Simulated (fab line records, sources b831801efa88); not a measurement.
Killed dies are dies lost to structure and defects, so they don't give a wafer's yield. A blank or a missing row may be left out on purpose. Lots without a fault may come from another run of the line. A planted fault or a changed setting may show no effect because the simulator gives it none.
fab line records | flow sky130
record lots=6 wafers=18 last_day=48
route steps=708 shown VIA3@575
lots that met no fault: from a run of the same line without faults
start_h: hours from the record's first day to the start of the lot's first wafer shown | wait_h: hours since the lot's step before | " the same as in the row above | L1.1+2: a row that stands for several wafers | - no value, or no start given | * or withheld: withheld | < > ~ a bound
route shown NAME@n: a module of which the file shows steps, and the number in the route of the first | usual: mean/standard deviation of fault-free wafers | same: alike in all rows | chamber/n: place in a boat | sites: the reading at each site | _std_site: their standard deviation | _edge_site: outer sites' mean less inner sites' | radius_mm: how far each site lies from the wafer's centre | mask NAME#n: copy n | behind: the tool/chamber that last shaped the wafer | hold: why the lot was held/for how many hours/how that ended | device: the transistor (n, p or np) that didn't switch | end of line: the same wafers' tests at the end of the route | a step without rows: its recipe alone | killed: dies lost to structure and defects at the first sort, not the wafer's yield | map: a wafer's dies, x killed, . not, _ none there
set.NAME: the setting as run; set.NAME@STEP: as run at that earlier step | model.NAME: the simulator's own value behind a step, which no gauge read
lots at some steps of the route; a table a step, a row a wafer
services: from which hour (start_h, from the record's first day; less than 0 if before it) a tool's chamber was out of use, for how many hours, and why
## steps
# step SKY_VIA3_CMP_02
# recipe material=SiO2 down_force_psi=4 platen_rpm=60 pad_velocity_m_s=0.94248
# usual motor_current_A=12.1/0.85 platen_rpm=60.00/0.046
# columns lot.wafer tool chamber start_h wait_h motor_current_A platen_rpm
L172.4 cmp-02 1 907.12 0.0 11.5 59.90
L172.1 " 3 " " 13.1 60.09
L172.5 " 1 " " 11.5 59.96
L174.1 cmp-01 3 941.34 0.1 11.7 60.05
L174.6 " 1 " " 14.2 59.96
L174.5 " 2 " " 10.8 60.04
L182.4 cmp-02 3 985.02 0.0 12.6 60.08
L182.1 " 2 " " 13.3 60.05
L182.5 " 3 " " 12.6 60.06
L184.3 cmp-01 3 995.51 0.1 12.0 60.03
L184.1 " 0 " " 11.3 59.94
L184.5 " 2 " " 10.7 59.95
L185.1 cmp-01 2 1007.49 0.1 11.1 59.98
L185.4 " 3 " " 12.1 60.03
L185.5 " 0 " " 11.6 60.02
L186.1 cmp-01 3 1011.86 0.1 12.4 60.07
L186.4 " 2 " " 11.1 59.99
L186.6 " 3 " " 12.1 60.00
# step SKY_VIA3_BOW_MEAS_03
# recipe mode=bow
# usual VIA3_BOW=80/8.7
# columns lot.wafer tool chamber start_h wait_h VIA3_BOW[um]
L172.1 film_metro-02 - 907.42 0.1 73
L172.4 " - " " 72
L172.5 " - " " 81
L174.1 film_metro-02 - 941.54 0.1 84
L174.5 " - " " 81
L174.6 " - " " 85
L182.1 film_metro-01 - 985.32 0.1 72
L182.4 " - " " 90
L182.5 " - " " 76
L184.1 film_metro-04 - 995.71 0.1 81
L184.3 " - " " 75
L184.5 " - " " 77
L185.1 film_metro-02 - 1007.69 0.1 89
L185.4 " - " " 87
L185.5 " - " " 79
L186.1 film_metro-01 - 1012.16 0.2 66
L186.4 " - " " 74
L186.6 " - " " 84
# step SKY_VIA3_DEHYDRATE_04
# recipe temp_c=200 time_s=60
# step SKY_VIA3_HMDS_05
# recipe prime_time_s=60 prime_temp_c=120
# step SKY_VIA3_COAT_06
# recipe resist=BARC temp_c=withheld time_s=withheld spin_rpm=3000 resist_thk_nm=60
# step SKY_VIA3_COAT_07
# recipe resist=KrF-thick spin_rpm=3000 resist_thk_nm=450
# step SKY_VIA3_SOFTBAKE_08
# recipe temp_c=100 time_s=90 resist=KrF-thick
# step SKY_VIA3_EXPOSE_09
# recipe mask_id=VIM3 na=0.8 source_shape=annular sigma_inner=0.55 sigma_outer=0.85 target_cd_nm=200 dose_mj=38
# step SKY_VIA3_PEB_10
# recipe peb_temp_c=withheld peb_time_s=withheld resist=KrF-thick
# step SKY_VIA3_DEVELOP_11
# recipe develop_time_s=60 resist=KrF-thick dev_temp_c=21
# step SKY_VIA3_CD_MEAS_12
# recipe target_cd_nm=200
# usual cd_nm=200.1/1.3
# columns lot.wafer tool chamber start_h wait_h cd_nm
L172.1 cd_sem-02 - 931.84 - 201.7
L172.4 " - " " 201.0
L172.5 " - " " 201.2
L174.1 cd_sem-01 - 965.92 - 197.7
L174.5 " - " " 198.3
L174.6 " - " " 197.0
L182.1 cd_sem-02 - 1008.77 - 201.7
L182.4 " - " " 200.8
L182.5 " - " " 200.8
L184.1 cd_sem-01 - 1018.31 - 198.1
L184.3 " - " " 198.5
L184.5 " - " " 199.5
L185.1 cd_sem-01 - 1030.95 - 200.1
L185.4 " - " " 201.1
L185.5 " - " " 199.3
L186.1 cd_sem-01 - 1035.35 - 199.5
L186.4 " - " " 199.5
L186.6 " - " " 198.6
# step SKY_VIA3_OVL_MEAS_13
# usual VIA3_OVL=-3/5.6
# columns lot.wafer tool chamber start_h wait_h VIA3_OVL[nm]
L172.1 overlay-02 - 931.96 0.1 6
L172.4 " - " " -4
L172.5 " - " " 6
L174.1 overlay-01 - 966.04 0.1 -8
L174.5 " - " " -11
L174.6 " - " " -2
L182.1 overlay-01 - 1008.89 0.1 -1
L182.4 " - " " -1
L182.5 " - " " 1
L184.1 overlay-01 - 1018.43 0.1 -4
L184.3 " - " " -7
L184.5 " - " " -4
L185.1 overlay-01 - 1031.07 0.1 -7
L185.4 " - " " -2
L185.5 " - " " -11
L186.1 overlay-01 - 1035.47 0.1 3
L186.4 " - " " -4
L186.6 " - " " -2
# step SKY_VIA3_ETCH_14
# recipe chemistry=N2/H2 target=BARC ion_energy_ev=200 source_w=500 bias_w=100 pressure_mtorr=30 n2_flow_sccm=100 h2_flow_sccm=200 stop_on=SiO2 time_s=45.9 target_depth_a=600
# usual chamber_pressure_mTorr=29.996/0.026 drypump_motor_current_A=5.9/0.38 oes_product_au=0.855/0.0039 run_length_s=74.1/0.43 throttle_valve_pct=13.225/0.0082
# columns lot.wafer tool chamber start_h wait_h chamber_pressure_mTorr drypump_motor_current_A oes_product_au rf_hours_counter_h run_length_s throttle_valve_pct model.KrF-thick_of_VIA3_COAT_07.thk_nm
L172.1 rie_diel-03 0 932.00 0.0 30.001 6.2 0.852 14 74.0 13.220 393.6
L172.4 " 3 " " 29.990 6.5 0.850 4 74.6 13.218 394.4
L172.5 " 2 " " 30.041 5.6 0.857 - 73.3 13.215 393
L174.1 rie_diel-01 3 966.07 0.0 29.991 5.2 0.857 13 74.9 13.229 390.3
L174.5 " 1 " " 29.991 5.8 0.855 - 73.7 13.226 389.2
L174.6 " 2 " " 30.013 6.0 0.859 - 73.9 13.224 390.4
L182.1 rie_diel-01 2 1008.92 0.0 29.973 6.0 0.857 25 73.7 13.224 389.7
L182.4 " 1 " " 30.001 5.8 0.857 - 73.9 13.233 392.3
L182.5 " 2 " " 29.958 6.1 0.843 - 74.1 13.229 392.8
L184.1 rie_diel-01 2 1018.47 0.0 29.971 6.0 0.928 26 69.5 13.230 395.2
L184.3 " 0 " " 30.031 5.6 0.925 20 70.1 13.231 396.5
L184.5 " 3 " " 30.020 5.3 0.927 - 70.2 13.243 397.7
L185.1 rie_diel-01 2 1031.10 0.0 30.003 6.0 0.934 26 69.3 13.250 399.3
L185.4 " 3 " " 29.972 5.3 0.932 16 70.4 13.230 398.2
L185.5 " 0 " " 29.972 5.7 0.931 - 70.1 13.235 398.1
L186.1 rie_diel-04 2 1035.50 0.0 29.997 5.5 0.860 24 74.2 13.226 394
L186.4 " 0 " " 29.985 6.3 0.856 22 74.1 13.230 391.3
L186.6 " 0 " " 30.003 6.3 0.858 - 73.9 13.218 393.1
# step SKY_VIA3_ETCH_15
# recipe target=SiO2 chemistry=C4F8/O2/Ar target_depth_nm=507 stop_on=TiN mask_material=KrF-thick source_w=1500 bias_w=1200 pressure_mtorr=40 c4f8_flow_sccm=withheld O2_flow_sccm=6 Ar_flow_sccm=300 time_s=78
# usual chamber_pressure_mTorr=40.00/0.038 oes_product_au=0.947/0.0047 run_length_s=106.2/0.45
# columns lot.wafer tool chamber start_h wait_h chamber_pressure_mTorr oes_product_au rf_hours_counter_h run_length_s
L172.1 rie_diel-03 0 932.04 0.0 39.97 0.943 14 106.5
L172.4 " 3 " " 39.96 0.951 4 107.1
L172.5 " 2 " " 40.09 0.953 - 105.6
L174.1 rie_diel-01 3 966.11 0.0 40.01 0.946 13 106.5
L174.5 " 1 " " 40.03 0.952 - 105.4
L174.6 " 2 " " 39.97 0.940 - 105.8
L182.1 rie_diel-01 2 1008.96 0.0 39.95 0.943 25 105.8
L182.4 " 1 " " 39.98 0.949 - 105.4
L182.5 " 2 " " 40.03 0.946 - 105.8
L184.1 rie_diel-01 2 1018.51 0.0 40.04 0.949 26 105.5
L184.3 " 0 " " 40.07 0.950 20 106.3
L184.5 " 3 " " 40.03 0.948 - 106.6
L185.1 rie_diel-01 2 1031.14 0.0 39.97 0.944 26 105.6
L185.4 " 3 " " 39.99 0.948 16 106.3
L185.5 " 0 " " 39.97 0.951 - 106.6
L186.1 rie_diel-04 2 1035.54 0.0 40.02 0.943 24 106.3
L186.4 " 0 " " 39.98 0.950 22 106.0
L186.6 " 0 " " 40.00 0.936 - 106.1
## services
# columns tool chamber start_h hours kind
cmp-02 - 892.55 1.7 repair
rie_diel-04 3 904.07 4.5 repair
cmp-02 - 909.06 1.4 repair
cmp-02 - 911.59 1.9 repair
cmp-01 - 912.00 4.0 pm
cmp-01 - 916.00 - consumable_replace:conditioner
cmp-01 - 916.00 - consumable_replace:pad
rie_diel-01 - 916.94 0.3 repair
cmp-02 - 931.26 2.0 repair
rie_diel-04 - 958.12 0.6 repair
rie_diel-04 3 976.31 7.3 repair
rie_diel-03 0 992.67 10.2 repair
rie_diel-03 - 994.00 24.8 repair
rie_diel-01 0 998.69 10.5 repair
cmp-02 - 1014.86 12.2 pm
rie_diel-03 - 1016.12 1.1 repair
rie_diel-01 2 1019.84 11.0 repair
rie_diel-03 - 1024.45 0.3 repair
rie_diel-01 - 1027.57 0.4 repair
## key
first_sign step=SKY_VIA3_ETCH_14 reading=oes_product_au direction=up sigmas=19 usual=0.855 struck=0.930
effect step=SKY_VIA3_ETCH_14 reading=run_length_s direction=down sigmas=9.6 usual=* struck=*
model_effect step=SKY_VIA3_ETCH_14 value=KrF-thick_of_VIA3_COAT_07.thk_nm without=393.6 struck=397.5
met_at SKY_VIA3_ETCH_14
struck_wafers L184.1,L184.3,L184.5,L185.1,L185.4,L185.5
sort_left_out L184.1,L184.3,L184.5,L185.1,L185.4,L185.5
onset_between 1008.92 1018.47
fault kind=process_parameter_drift tool=rie_diel-01 chamber=- onset_h=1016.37 steps=SKY_VIA3_ETCH_14 channel=time_s offset=* shape=step end_h=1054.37 acts_in=* stated=*
# sort_left_out: the simulated sort isn't trusted on such a fault, so these wafers' sort isn't shown, and their yield isn't known
